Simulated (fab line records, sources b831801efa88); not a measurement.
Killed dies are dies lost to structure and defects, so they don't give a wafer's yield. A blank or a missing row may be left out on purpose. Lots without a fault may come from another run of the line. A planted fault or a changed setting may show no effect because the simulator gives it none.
A struck lot beside a sound one | flow sky130 | 22 steps out of a route of 708
Sound: wafers L526.3, L526.4, L526.5. Struck: wafer L537.1. (L537.3, L537.5 of the same lot were not struck and are left out.) The cause comes at the end.
At each step with rows: each side's tool, then ch and its chambers, then its first start. Under that, the readings that differ: sound wafers | struck wafers | difference of the means | sigmas: that difference in standard deviations of wafers without a fault.
alike: readings whose means differ by less than 2 such deviations, and words and numbers that are the same on both sides. not compared: withheld readings, readings that some wafer has no value for, bounds like >300 that may hide the same value, and numbers for which the record gives no deviation and whose values overlap.
The two part at a step that has a row with sigmas, a row that says differs or no value, or rows on one side only. Numbers that don't overlap but have no deviation are shown without sigmas and don't part them. A reading that every wafer of one side lacks parts them only if that side has two wafers or more.

first, 4 steps without rows for these wafers: SKY_NWELL_SOFTBAKE_06; SKY_NWELL_EXPOSE_07 (exposes mask NWM, target cd 840 nm); SKY_NWELL_PEB_08; SKY_NWELL_DEVELOP_09 (develop time 60 s).
SKY_NWELL_OVL_MEAS_10:
  sound on overlay-01, day 5 12:58; struck on overlay-01, day 8 03:19
  alike: NWELL_00_OVL
then, 3 steps without rows for these wafers: SKY_NWELL_IMPLANT_11; SKY_NWELL_IMPLANT_12; SKY_NWELL_IMPLANT_13.
SKY_NWELL_STRIP_14: strips in O2/N2.
  sound on plasma_asher-02 ch 0,1, day 5 13:28; struck on plasma_asher-03 ch 0, day 8 03:48
  reading                | sound | struck | difference                   | sigmas
  rf_hours_counter_h (h) | - - - | 50     | no value on the sound wafers |
  alike: drypump_motor_current_A, oes_product_au, strip_time_to_endpoint_s
SKY_NWELL_TW_MEAS_15:
  sound on film_metro-01, day 5 13:34; struck on film_metro-03, day 8 03:54
  alike: NWELL_TW
then, 2 steps without rows for these wafers: SKY_NWELL_DEHYDRATE_16 (time 60 s); SKY_NWELL_HMDS_17 (prime time 60 s).
SKY_NWELL_COAT_18: resist thk 3000 nm.
  sound on litho_track-02 ch 0, day 5 22:22; struck on litho_track-02 ch 0, day 8 14:01
  reading                                 | sound          | struck | difference | sigmas
  model.coat_of_NWELL_COAT_18.thk_nm (nm) | 2986 3014 2994 | 2840   | -158       |
then, 3 steps without rows for these wafers: SKY_NWELL_SOFTBAKE_19; SKY_NWELL_EXPOSE_20 (exposes mask NWM COMPLEMENT, target cd 840 nm); SKY_NWELL_PEB_21.
SKY_NWELL_DEVELOP_22: develop time 60 s.
  sound on litho_track-04 ch 0; struck on litho_track-03 ch 0
  reading                                 | sound          | struck | difference | sigmas
  model.coat_of_NWELL_COAT_18.thk_nm (nm) | 2982 3010 2990 | 2836   | -158       |
  alike: developer_temp_C
SKY_NWELL_OVL_MEAS_23:
  sound on overlay-01, day 6 08:04; struck on overlay-02, day 9 00:42
  alike: NWELL_01_OVL
then, 1 step without rows for these wafers: SKY_NWELL_IMPLANT_24.
SKY_NWELL_STRIP_25: strips in O2/N2.
  sound on plasma_asher-01 ch 0,1, day 6 08:16; struck on plasma_asher-01 ch 0, day 9 00:53
  reading                      | sound             | struck | difference                   | sigmas
  drypump_motor_current_A (A)  | 6.5 4.9 4.9       | 6.6    | +1.2                         | +2
  rf_hours_counter_h (h)       | - - -             | 8      | no value on the sound wafers |
  strip_time_to_endpoint_s (s) | 36.76 37.09 36.85 | 35.11  | -1.79                        | -15
  alike: oes_product_au
SKY_NWELL_TW_MEAS_26:
  sound on film_metro-01, day 6 08:22; struck on film_metro-01, day 9 00:59
  alike: NWELL_2_TW
-- the record jumps here: 40 days lie between the struck wafers' starts before and after (it left off in module NWELL and takes up again in module PAD_OPEN, whose first step shown is number 708 of the route) --
SKY_PAD_OPEN_PROBE_99:
  sound on prober-02, day 46 15:07; struck on prober-02, day 49 11:37
  alike: killed_at_M0_to_M3, killed_at_M4_up, killed_at_contacts, killed_at_front_end, killed_dies, killed_open, killed_short

WHERE THEY PART
First at SKY_NWELL_STRIP_14; last, within this record, at SKY_NWELL_STRIP_25. Later steps at which nothing parts them and some readings are alike: SKY_NWELL_TW_MEAS_26, SKY_PAD_OPEN_PROBE_99.

WHY: what the simulator had put in
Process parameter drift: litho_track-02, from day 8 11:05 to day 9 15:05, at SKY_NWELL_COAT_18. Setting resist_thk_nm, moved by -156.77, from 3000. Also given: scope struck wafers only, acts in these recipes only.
